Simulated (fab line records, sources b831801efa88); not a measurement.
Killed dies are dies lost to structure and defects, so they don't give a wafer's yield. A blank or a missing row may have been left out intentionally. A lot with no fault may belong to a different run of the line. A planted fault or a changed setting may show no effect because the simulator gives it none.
Lot-split experiment | flow sky130 | 23 wafers read from 5 lots, route of 708 steps

THE SPLIT ITSELF
At SKY_LI_CONTACT_SPUTTER_19 (material Ti, target thk 20 nm, time 106.37 s), the setting time-s was moved away from the recipe's 106.37 s on 7 of the 23 wafers read, by -7.2% to +11.2%. The other wafers ran this setting at the recipe's value.

The reading comes from the split's own step.

THE READING
Ti_of_LI_CONTACT_SPUTTER_19.thk-nm (the simulator's own value, which no gauge read), in nm, at SKY_LI_CONTACT_SPUTTER_19 (material Ti, target thk 20 nm, time 106.37 s). The file gives no usual value for it. The 16 wafers here that ran the recipe average 19.94 nm, standard deviation 0.3 nm.

wafer  | tool, chamber at the split | time-s as run, s | against the recipe | Ti_of_LI_CONTACT_SPUTTER_19.thk-nm, nm | against lot-mates on the recipe
L077.1 | pvd-sputter-01, -          | 106.37           | recipe             | 19.88                                  | -
L077.4 | pvd-sputter-01, -          | 106.37           | recipe             | 19.73                                  | -
L077.6 | pvd-sputter-01, -          | 106.37           | recipe             | 19.57                                  | -
L078.1 | pvd-sputter-01, -          | 106.37           | recipe             | 19.56                                  | -
L078.2 | pvd-sputter-01, -          | 106.37           | recipe             | 19.84                                  | -
L078.4 | pvd-sputter-01, -          | 106.37           | recipe             | 20.01                                  | -
L078.5 | pvd-sputter-01, -          | 106.37           | recipe             | 19.82                                  | -
L078.6 | pvd-sputter-01, -          | 106.37           | recipe             | 19.83                                  | -
L081.1 | pvd-sputter-03, -          | 118.3            | +11.2%             | 22.34                                  | +1.98
L081.2 | pvd-sputter-03, -          | 106.37           | recipe             | 20.38                                  | -
L081.3 | pvd-sputter-03, -          | 106.37           | recipe             | 20.45                                  | -
L081.4 | pvd-sputter-03, -          | 118.3            | +11.2%             | 22.45                                  | +2.09
L081.5 | pvd-sputter-03, -          | 106.37           | recipe             | 20.25                                  | -
L083.1 | pvd-sputter-01, -          | 106.37           | recipe             | 19.97                                  | -
L083.3 | pvd-sputter-01, -          | 98.66            | -7.2%              | 18.29                                  | -1.37
L083.4 | pvd-sputter-01, -          | 106.37           | recipe             | 19.35                                  | -
L083.5 | pvd-sputter-01, -          | 98.66            | -7.2%              | 18.45                                  | -1.21
L083.6 | pvd-sputter-01, -          | 98.66            | -7.2%              | 18.32                                  | -1.34
L082.2 | pvd-sputter-03, -          | 115.9            | +9.0%              | 22.03                                  | +1.90
L082.3 | pvd-sputter-03, -          | 106.37           | recipe             | 20                                     | -
L082.4 | pvd-sputter-03, -          | 106.37           | recipe             | 20.2                                   | -
L082.5 | pvd-sputter-03, -          | 106.37           | recipe             | 20.19                                  | -
L082.6 | pvd-sputter-03, -          | 115.9            | +9.0%              | 21.69                                  | +1.56

FIT RESULTS
A straight line over all 23 wafers: Ti_of_LI_CONTACT_SPUTTER_19.thk-nm changes by +0.218 nm for each +1% of time-s; r = +0.97; the points scatter about the line by 0.27 nm.
The same after taking each lot's own level away (the mean of its wafers on the recipe; 23 wafers): +0.184 nm for each +1%; r = +0.99; scatter 0.15 nm.
According to that fit, moving time-s by its largest amount changes the reading by 2.1 nm.
From 19.660 to 20.360 nm: that is the span of the lots' own levels, equal to 2.4 times the standard deviation above.
Hence the slope depends on the lot-to-lot level, as the two fits are not the same.
Check: for one of the wafers moved furthest among these (+11.2%), held out of the fit, the line's prediction against its lot-mates is +2.1 nm. Against them it came out at +1.98 nm.

THESE WAFERS: OTHER SPLITS
Other splits were also applied to these wafers ahead of the reading. Each is held against what the fit with the lots' levels taken away leaves over:
other split on the same wafers           | wafers away from the commonest value | r with Ti_of_LI_CONTACT_SPUTTER_19.thk-nm (lot level and that fit taken away)
SKY_SD_P_COAT_02 spin-rpm                | 9                                    | +0.09
SKY_RES_XHIGH_COAT_02 spin-rpm           | 9                                    | -0.19
SKY_RES_XHIGH_IMPLANT_07 energy-kev      | 5                                    | +0.15
SKY_SD_N_IMPLANT_09 energy-kev           | 11                                   | +0.25
SKY_LI_CONTACT_CMP_02 leave-above-ref-nm | 5                                    | +0.15
SKY_LI_CONTACT_EXPOSE_09 dose-mj         | 7                                    | -0.21

THE FILE'S OWN FIT
Ti_of_LI_CONTACT_SPUTTER_19.thk-nm changes by +0.185 nm for each +1% of time-s, r = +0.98.
